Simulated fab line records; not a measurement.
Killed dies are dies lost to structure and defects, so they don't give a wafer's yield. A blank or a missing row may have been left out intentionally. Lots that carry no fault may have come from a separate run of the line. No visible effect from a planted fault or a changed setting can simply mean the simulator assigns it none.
2 desks, one fault	flow gf180mcu	numbers are kept per desk, each desk with only its own; the story behind them comes last

## METROLOGY DESK
Lot by lot, what the gauges showed, no matter which tool ran the lot: averages of those sampled wafers that carry a number. Marked OUT: a lot whose mean sits more than 4 standard deviations from the usual mean, which makes it out of limits; the brackets give that distance.
Columns: A = LVPWELL_TW at GF_LVPWELL_TW_MEAS_11, usual 564; B = LVPWELL_RS at GF_VT_IMPLANT_RS_MEAS_48, usual 1194 ohm/sq; C = HV_LDD_TW at GF_HV_LDD_TW_MEAS_11, usual 2433; D = HV_LDD_03_OVL at GF_HV_LDD_OVL_MEAS_47, usual 0.1 nm
lot	first seen here	A	B	C	D
L271	day 3 19:55	563	1193	2418	-0.2
L272	day 4 04:06	569	1193	2418	1.6
L277	day 5 05:46	564	1196	2427	-0.7
L278	day 5 15:19	618 (+14) OUT	1410 (+68) OUT	2428	-1.1
L279	day 5 16:37	621 (+15) OUT	1415 (+69) OUT	2436	-2.3
L280	day 5 21:42	569	1194	2455	0.9
L283	day 6 16:37	560	1196	2432	1.3
L284	day 6 23:13	567	1193	2440	1.8
L285	day 7 01:43	561	1191	2429	-0.1
L288	day 7 20:07	563	1192	2455	0.1
L291	day 8 13:43	569	1190	2435	0.1
L294	day 9 07:45	560	1197	2430	-2.6
Per this desk, out of limits: L278, L279; the first was L278, day 5 15:19 (LVPWELL_TW at GF_LVPWELL_TW_MEAS_11). In limits: L271, L272, L277, L280, L283, L284, L285, L288, L291, L294.

## AT THE TOOL OWNER'S DESK: implanter-01
For each lot that ran on this tool, the mean over its sampled wafers that have a number, from the tool's own readings at GF_LVPWELL_IMPLANT_08. Marked OUT: a lot whose mean sits more than 4 standard deviations from the usual mean, which makes it out of limits; the brackets give that distance.
Columns: A = dose-ions-cm2 at GF_LVPWELL_IMPLANT_08, usual 1.5004e+13; B = tilt-deg at GF_LVPWELL_IMPLANT_08, usual 0.002 degrees
lot	first seen here	A	B
L272	day 4 03:42	1.5013e+13	0.006
L277	day 5 05:22	1.5013e+13	0.004
L278	day 5 14:55	1.5005e+13	5.027 (+99 or more) OUT
L279	day 5 16:13	1.4989e+13	5.019 (+99 or more) OUT
L294	day 9 07:21	1.5020e+13	0.006
This desk's verdict: out of limits on L278, L279, starting with L278 at day 5 14:55 (tilt-deg at GF_LVPWELL_IMPLANT_08). In limits: L272, L277, L294.

## ALL TOGETHER
At day 5 14:55, on L278, L279, the tool owner's desk was in a position to raise an alarm.
L278, L279 would have let the metrology desk raise an alarm at day 5 15:19.
On implanter-01, each named lot ran GF_LVPWELL_IMPLANT_08.

## WHAT THE SIMULATOR HAD PUT IN
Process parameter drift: implanter-01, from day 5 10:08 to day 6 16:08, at GF_LVPWELL_IMPLANT_08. Setting tilt-deg, moved by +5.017, from 0. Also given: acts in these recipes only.
Shown lots that were struck: L278, L279.
Hours from the fault's start to each desk's first reading out of limits: the tool owner's desk, 5; the metrology desk, 5.
